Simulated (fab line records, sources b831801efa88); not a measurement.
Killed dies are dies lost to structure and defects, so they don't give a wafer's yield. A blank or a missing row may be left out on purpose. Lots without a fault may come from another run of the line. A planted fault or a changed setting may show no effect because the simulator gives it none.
Tool commonality check | flow sky130 | 12 lots, 36 wafers sampled

WHY IT WAS OPENED
At SKY_SD_P_CD_MEAS_07 the reading cd_nm is flagged on 1 of 12 lots. Wafers without a fault read 379.7 nm, standard deviation 2.6.
Rule: a lot is flagged when every wafer of it that has a number lies more than 4 standard deviations from that mean, or none has a number. The other lots count as sound.

lot  | measured     | on        | cd_nm (nm), wafer by wafer | flag
L458 | day 25 05:35 | cd_sem-01 | 375.7 378.8 376.7          |
L460 | day 26 02:40 | cd_sem-02 | 379.2 380.5 379.9          |
L461 | day 26 13:05 | cd_sem-02 | 378.2 375.8 374.3          |
L463 | day 27 14:53 | cd_sem-02 | 384.5 379.5 381.2          |
L465 | day 28 06:25 | cd_sem-01 | 378.7 378.5 376.9          |
L466 | day 28 12:58 | cd_sem-01 | 378.6 382.1 382.4          |
L467 | day 28 18:37 | cd_sem-02 | 378.0 382.9 379.2          |
L468 | day 29 00:53 | cd_sem-01 | 403.8 408.4 407.4          | FLAGGED
L477 | day 32 02:02 | cd_sem-02 | 379.1 380.8 380.6          |
L478 | day 32 08:10 | cd_sem-02 | 385.4 386.2 383.6          |
L480 | day 33 01:20 | cd_sem-01 | 373.9 378.0 376.2          |
L481 | day 33 08:46 | cd_sem-01 | 381.3 381.4 377.7          |
The numbers of the flagged lots are 406.5 nm on average: +26.8 nm against the usual, or +10 standard deviations.

WHICH TOOL RAN EACH LOT
The record holds 2 process steps before the reading, out of a route of 708 steps. In each cell: the tool, then ch and the chambers that the sampled wafers went through, then the start.
lot  | flag    | SKY_POLY_CUT_ETCH_10               | SKY_SD_P_EXPOSE_04
L458 |         | rie_diel-02 ch 0,2, day 23 23:26   | iline_stepper-01 ch 0, day 24 14:25
L460 |         | rie_diel-02 ch 0,1,3, day 24 21:43 | iline_stepper-01 ch 0, day 25 12:52
L461 |         | rie_diel-04 ch 0,1, day 25 08:08   | iline_stepper-01 ch 0, day 25 22:27
L463 |         | rie_diel-03 ch 0,1, day 26 09:55   | iline_stepper-02 ch 0, day 27 00:35
L465 |         | rie_diel-02 ch 0,1,2, day 27 01:23 | iline_stepper-01 ch 0, day 27 16:19
L466 |         | rie_diel-04 ch 0,2, day 27 08:42   | iline_stepper-02 ch 0, day 27 23:38
L467 |         | rie_diel-04 ch 1,2,3, day 27 14:04 | iline_stepper-02 ch 0, day 28 04:38
L468 | FLAGGED | rie_diel-04 ch 0,3, day 27 21:17   | iline_stepper-02 ch 0, day 28 10:55
L477 |         | rie_diel-02 ch 0,3, day 30 22:38   | iline_stepper-02 ch 0, day 31 12:08
L478 |         | rie_diel-03 ch 0,1,3, day 31 04:33 | iline_stepper-02 ch 0, day 31 19:10
L480 |         | rie_diel-03 ch 1,2,3, day 31 21:47 | iline_stepper-01 ch 0, day 32 11:56
L481 |         | rie_diel-04 ch 1,2,3, day 32 05:26 | iline_stepper-02 ch 0, day 32 19:01
What these steps do:
- SKY_POLY_CUT_ETCH_10: etches BARC in N2/H2, stops on SiO2, time 45.9 s, target depth 60 nm.
- SKY_SD_P_EXPOSE_04: exposes mask PSDM, target cd 380 nm.
- SKY_SD_P_CD_MEAS_07: target cd 380 nm.

FLAGGED OVER TOTAL, TOOL BY TOOL (the gauges that took the reading come last)
step                 | tool             | lots run | flagged | share of the flagged lots | sound lots run after its first flagged lot
SKY_POLY_CUT_ETCH_10 | rie_diel-02      | 4        | 0       | none                      | -
SKY_POLY_CUT_ETCH_10 | rie_diel-03      | 3        | 0       | none                      | -
SKY_POLY_CUT_ETCH_10 | rie_diel-04      | 5        | 1       | all                       | 1 (L481)
SKY_SD_P_EXPOSE_04   | iline_stepper-01 | 5        | 0       | none                      | -
SKY_SD_P_EXPOSE_04   | iline_stepper-02 | 7        | 1       | all                       | 3 (L477,L478,L481)
SKY_SD_P_CD_MEAS_07  | cd_sem-01        | 6        | 1       | all                       | 2 (L480,L481)
SKY_SD_P_CD_MEAS_07  | cd_sem-02        | 6        | 0       | none                      | -

WHAT THE TABLE ALLOWS
3 rows of the table ran every flagged lot: rie_diel-04 at SKY_POLY_CUT_ETCH_10, iline_stepper-02 at SKY_SD_P_EXPOSE_04, cd_sem-01 at SKY_SD_P_CD_MEAS_07.
- rie_diel-04 at SKY_POLY_CUT_ETCH_10: 1 of its 5 lots flagged. Sound lots ran on it after the first flagged one (L481), which a lasting fault on the whole tool wouldn't allow.
- iline_stepper-02 at SKY_SD_P_EXPOSE_04: 1 of its 7 lots flagged. Sound lots ran on it after the first flagged one (L477, L478, L481), which a lasting fault on the whole tool wouldn't allow.
- cd_sem-01 at SKY_SD_P_CD_MEAS_07: 1 of its 6 lots flagged. Sound lots ran on it after the first flagged one (L480, L481), which a lasting fault on the whole tool wouldn't allow.
No row of the table ran every flagged lot and no sound lot after the first.

WHAT THE SIMULATOR HAD PUT IN
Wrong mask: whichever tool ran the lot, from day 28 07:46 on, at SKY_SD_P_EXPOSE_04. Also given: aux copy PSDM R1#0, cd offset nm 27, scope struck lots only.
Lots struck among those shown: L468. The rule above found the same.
